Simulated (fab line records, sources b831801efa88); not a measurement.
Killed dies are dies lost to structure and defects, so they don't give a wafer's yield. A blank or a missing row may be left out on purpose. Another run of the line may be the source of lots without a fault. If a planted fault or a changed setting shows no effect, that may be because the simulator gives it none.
What tool caused it? :: flow gf180mcu :: 13 lots, 39 wafers sampled, at 5 steps of a route of 602

== WHAT EACH GAUGE READ, for each wafer ==
GF_PSD_CD_MEAS_07: target cd 400 nm.
lot: L518
measured: day 14 12:02
on: cdSem-02
cdNm (nm): 398.8 399.5 397.8

lot: L520
measured: day 15 05:26
on: cdSem-01
cdNm (nm): 400.0 398.4 400.5

lot: L521
measured: day 15 09:56
on: cdSem-01
cdNm (nm): 397.2 397.6 397.6

lot: L522
measured: day 15 23:48
on: cdSem-02
cdNm (nm): 401.9 401.1 401.2

lot: L523
measured: day 16 08:52
on: cdSem-01
cdNm (nm): 399.3 401.4 399.2

lot: L524
measured: day 16 17:31
on: cdSem-02
cdNm (nm): 400.1 401.1 401.9

lot: L525
measured: day 17 03:50
on: cdSem-01
cdNm (nm): 396.3 395.4 397.4

lot: L526
measured: day 17 14:18
on: cdSem-02
cdNm (nm): 400.0 397.9 399.9

lot: L527
measured: day 17 22:46
on: cdSem-02
cdNm (nm): 397.6 397.9 398.7

lot: L531
measured: day 18 22:40
on: cdSem-02
cdNm (nm): 402.7 401.2 402.1

lot: L535
measured: day 20 17:17
on: cdSem-01
cdNm (nm): 394.9 399.0 396.2

lot: L539
measured: day 21 23:59
on: cdSem-02
cdNm (nm): 401.3 401.8 400.7

lot: L540
measured: day 22 04:40
on: cdSem-01
cdNm (nm): 400.8 400.3 399.0

GF_SALICIDE_RS_MEAS_04: measures by four-point-probe.
lot: L518
measured: day 15 09:58
on: filmMetro-02
SALICIDE_TIN_RS (ohm/sq): 16.58 16.42 16.49

lot: L520
measured: day 16 04:40
on: filmMetro-03
SALICIDE_TIN_RS (ohm/sq): 16.23 16.08 16.15

lot: L521
measured: day 16 09:23
on: filmMetro-03
SALICIDE_TIN_RS (ohm/sq): 16.40 16.40 16.50

lot: L522
measured: day 16 22:47
on: filmMetro-03
SALICIDE_TIN_RS (ohm/sq): 16.14 16.05 16.08

lot: L523
measured: day 17 08:33
on: filmMetro-02
SALICIDE_TIN_RS (ohm/sq): 16.37 16.09 16.55

lot: L524
measured: day 17 18:02
on: filmMetro-02
SALICIDE_TIN_RS (ohm/sq): 16.31 16.54 16.12

lot: L525
measured: day 18 04:31
on: filmMetro-01
SALICIDE_TIN_RS (ohm/sq): 16.86 16.67 16.96

lot: L526
measured: day 18 14:45
on: filmMetro-02
SALICIDE_TIN_RS (ohm/sq): 16.53 16.49 16.77

lot: L527
measured: day 19 00:02
on: filmMetro-02
SALICIDE_TIN_RS (ohm/sq): 16.12 15.87 16.10

lot: L531
measured: day 20 00:08
on: filmMetro-01
SALICIDE_TIN_RS (ohm/sq): 15.98 16.58 16.47

lot: L535
measured: day 21 18:46
on: filmMetro-02
SALICIDE_TIN_RS (ohm/sq): 26.34 16.90 16.27 26.29 16.90 16.28

lot: L539
measured: day 23 00:52
on: filmMetro-01
SALICIDE_TIN_RS (ohm/sq): 16.13 16.07 16.34

lot: L540
measured: day 23 04:16
on: filmMetro-02
SALICIDE_TIN_RS (ohm/sq): 16.37 16.34 15.98

GF_M3_THK_MEAS_06: measures by xrf.
lot: L518
measured: day 20 14:42
on: filmMetro-02
M3_ALCU_THK (nm): 456 445 454

lot: L520
measured: day 21 12:13
on: filmMetro-02
M3_ALCU_THK (nm): 464 459 458

lot: L521
measured: day 21 15:37
on: filmMetro-01
M3_ALCU_THK (nm): 455 461 458

lot: L522
measured: day 22 05:39
on: filmMetro-02
M3_ALCU_THK (nm): 451 458 455

lot: L523
measured: day 22 15:36
on: filmMetro-04
M3_ALCU_THK (nm): 461 459 457

lot: L524
measured: day 23 01:34
on: filmMetro-02
M3_ALCU_THK (nm): 454 452 454

lot: L525
measured: day 23 11:08
on: filmMetro-04
M3_ALCU_THK (nm): 453 443 443

lot: L526
measured: day 23 23:43
on: filmMetro-02
M3_ALCU_THK (nm): 451 452 449

lot: L527
measured: day 24 06:56
on: filmMetro-02
M3_ALCU_THK (nm): 451 451 456

lot: L531
measured: day 25 04:34
on: filmMetro-02
M3_ALCU_THK (nm): 448 447 452

lot: L535
measured: day 26 17:49
on: filmMetro-01
M3_ALCU_THK (nm): 453 447 448

lot: L539
measured: day 27 19:50
on: filmMetro-01
M3_ALCU_THK (nm): 452 456 456

lot: L540
measured: day 27 21:51
on: filmMetro-01
M3_ALCU_THK (nm): 459 461 458

== EACH LOT AND THE TOOL THAT RAN IT (in order: tool; ch and the chambers of the sampled wafers; start) ==
lot: L518
GF_SALICIDE_SPUTTER_02: pvdSputter-02, day 15 09:55
GF_M2_METAL_ETCH_16: rieMetal-02 ch 1, day 19 11:13

lot: L520
GF_SALICIDE_SPUTTER_02: pvdSputter-02, day 16 04:34
GF_M2_METAL_ETCH_16: rieMetal-03 ch 0,1, day 20 08:59

lot: L521
GF_SALICIDE_SPUTTER_02: pvdSputter-04, day 16 09:19
GF_M2_METAL_ETCH_16: rieMetal-02 ch 0,1, day 20 12:47

lot: L522
GF_SALICIDE_SPUTTER_02: pvdSputter-04, day 16 22:41
GF_M2_METAL_ETCH_16: rieMetal-01 ch 0,1, day 21 03:07

lot: L523
GF_SALICIDE_SPUTTER_02: pvdSputter-02, day 17 08:30
GF_M2_METAL_ETCH_16: rieMetal-02 ch 0,1, day 21 13:01

lot: L524
GF_SALICIDE_SPUTTER_02: pvdSputter-02, day 17 17:59
GF_M2_METAL_ETCH_16: rieMetal-02 ch 0,1, day 21 22:53

lot: L525
GF_SALICIDE_SPUTTER_02: pvdSputter-01, day 18 04:28
GF_M2_METAL_ETCH_16: rieMetal-02 ch 0,1, day 22 08:52

lot: L526
GF_SALICIDE_SPUTTER_02: pvdSputter-02, day 18 14:40
GF_M2_METAL_ETCH_16: rieMetal-01 ch 0,1, day 22 21:27

lot: L527
GF_SALICIDE_SPUTTER_02: pvdSputter-01, day 18 23:59
GF_M2_METAL_ETCH_16: rieMetal-02 ch 0,1, day 23 04:44

lot: L531
GF_SALICIDE_SPUTTER_02: pvdSputter-02, day 20 00:05
GF_M2_METAL_ETCH_16: rieMetal-03 ch 0, day 24 02:51

lot: L535
GF_SALICIDE_SPUTTER_02: pvdSputter-02, day 21 18:43
GF_M2_METAL_ETCH_16: rieMetal-01 ch 0,1, day 25 18:00

lot: L539
GF_SALICIDE_SPUTTER_02: pvdSputter-01, day 23 00:48
GF_M2_METAL_ETCH_16: rieMetal-01 ch 0,1, day 26 20:27

lot: L540
GF_SALICIDE_SPUTTER_02: pvdSputter-01, day 23 04:10
GF_M2_METAL_ETCH_16: rieMetal-03 ch 0,1, day 26 22:47
- GF_SALICIDE_SPUTTER_02: material Co, target thk 10 nm, time 20 s.
- GF_M2_METAL_ETCH_16: etches the open film in Cl2/BCl3, stops on SiO2, target depth 750.8 nm, time 125.1 s.

== AS READ BY THE TOOLS THEMSELVES (means over the sampled wafers that have a number; for cases with no such wafer, the mark the record gives instead) ==
GF_SALICIDE_SPUTTER_02.
lot: L518
tool: pvdSputter-02
throttleValvePct (%): 29.8

lot: L520
tool: pvdSputter-02
throttleValvePct (%): 29.7

lot: L521
tool: pvdSputter-04
throttleValvePct (%): 29.5

lot: L522
tool: pvdSputter-04
throttleValvePct (%): 29.9

lot: L523
tool: pvdSputter-02
throttleValvePct (%): 29.3

lot: L524
tool: pvdSputter-02
throttleValvePct (%): 29.9

lot: L525
tool: pvdSputter-01
throttleValvePct (%): 29.2

lot: L526
tool: pvdSputter-02
throttleValvePct (%): 28.4

lot: L527
tool: pvdSputter-01
throttleValvePct (%): 29.7

lot: L531
tool: pvdSputter-02
throttleValvePct (%): 29.7

lot: L535
tool: pvdSputter-02
throttleValvePct (%): 29.8

lot: L539
tool: pvdSputter-01
throttleValvePct (%): 28.1

lot: L540
tool: pvdSputter-01
throttleValvePct (%): 29.1

GF_M2_METAL_ETCH_16.
lot: L518
tool: rieMetal-02
biasW (W): 139.8
drypumpMotorCurrentA (A): 4.9
oesProductAu (a.u.): 0.983
throttleValvePct (%): 28.240

lot: L520
tool: rieMetal-03
biasW (W): 140.1
drypumpMotorCurrentA (A): 5.3
oesProductAu (a.u.): 0.991
throttleValvePct (%): 28.221

lot: L521
tool: rieMetal-02
biasW (W): 139.8
drypumpMotorCurrentA (A): 4.9
oesProductAu (a.u.): 0.991
throttleValvePct (%): 28.244

lot: L522
tool: rieMetal-01
biasW (W): 140.3
drypumpMotorCurrentA (A): 6.0
oesProductAu (a.u.): 0.987
throttleValvePct (%): 28.235

lot: L523
tool: rieMetal-02
biasW (W): 139.9
drypumpMotorCurrentA (A): 4.9
oesProductAu (a.u.): 0.988
throttleValvePct (%): 28.229

lot: L524
tool: rieMetal-02
biasW (W): 140.5
drypumpMotorCurrentA (A): 4.9
oesProductAu (a.u.): 0.994
throttleValvePct (%): 28.218

lot: L525
tool: rieMetal-02
biasW (W): 140.0
drypumpMotorCurrentA (A): 4.9
oesProductAu (a.u.): 0.989
throttleValvePct (%): 28.234

lot: L526
tool: rieMetal-01
biasW (W): 139.9
drypumpMotorCurrentA (A): 6.0
oesProductAu (a.u.): 0.990
throttleValvePct (%): 28.237

lot: L527
tool: rieMetal-02
biasW (W): 140.1
drypumpMotorCurrentA (A): 4.9
oesProductAu (a.u.): 0.996
throttleValvePct (%): 28.233

lot: L531
tool: rieMetal-03
biasW (W): 139.9
drypumpMotorCurrentA (A): 5.7
oesProductAu (a.u.): 0.983
throttleValvePct (%): 28.237

lot: L535
tool: rieMetal-01
biasW (W): 140.1
drypumpMotorCurrentA (A): 6.0
oesProductAu (a.u.): 0.993
throttleValvePct (%): 28.225

lot: L539
tool: rieMetal-01
biasW (W): 140.3
drypumpMotorCurrentA (A): 6.0
oesProductAu (a.u.): 0.996
throttleValvePct (%): 28.230

lot: L540
tool: rieMetal-03
biasW (W): 140.0
drypumpMotorCurrentA (A): 5.5
oesProductAu (a.u.): 0.986
throttleValvePct (%): 28.235

== THE ANSWER, worked out from the rows above alone ==
Rule: usual is defined by the lots themselves. The widest of any qualifying gaps counts: lots, ordered by their means at a reading, are off when they make up no more than a third of the lots, leave a main group of 4 or more, and stand apart from it by 3 or more times the standard deviation of that group's means. A main group is skipped when, at the precision printed for the reading in the tables above, its means are all equal. Also off: a lot with no number at a reading for which 4 or more lots have one. The other lots that the step has rows for count as sound. The gauges are gone through in route order, then the tools' own readings, and for those a lot's mean is taken as printed above. At the first step where some lot is off, the reading lying furthest off is the one used; lots without a number count as furthest.
Off: L535, at GF_SALICIDE_RS_MEAS_04 (SALICIDE_TIN_RS). The main group: mean 16.34 ohm/sq, standard deviation 0.22.
If a tool, at a process step before that reading, ran all the lots that are off and no sound lot after the first of them, it fits. Gauges at GF_SALICIDE_RS_MEAS_04: tried the same way as those tools. One fits: GF_SALICIDE_SPUTTER_02 on pvdSputter-02. A fault onset in the window from L531 (day 20 00:05, its last sound lot) to L535 (day 21 18:43, its first lot off) fits.

== WHAT THE SIMULATOR HAD PUT IN ==
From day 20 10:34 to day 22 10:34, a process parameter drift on pvdSputter-02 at GF_SALICIDE_SPUTTER_02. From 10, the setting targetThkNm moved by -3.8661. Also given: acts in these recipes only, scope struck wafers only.
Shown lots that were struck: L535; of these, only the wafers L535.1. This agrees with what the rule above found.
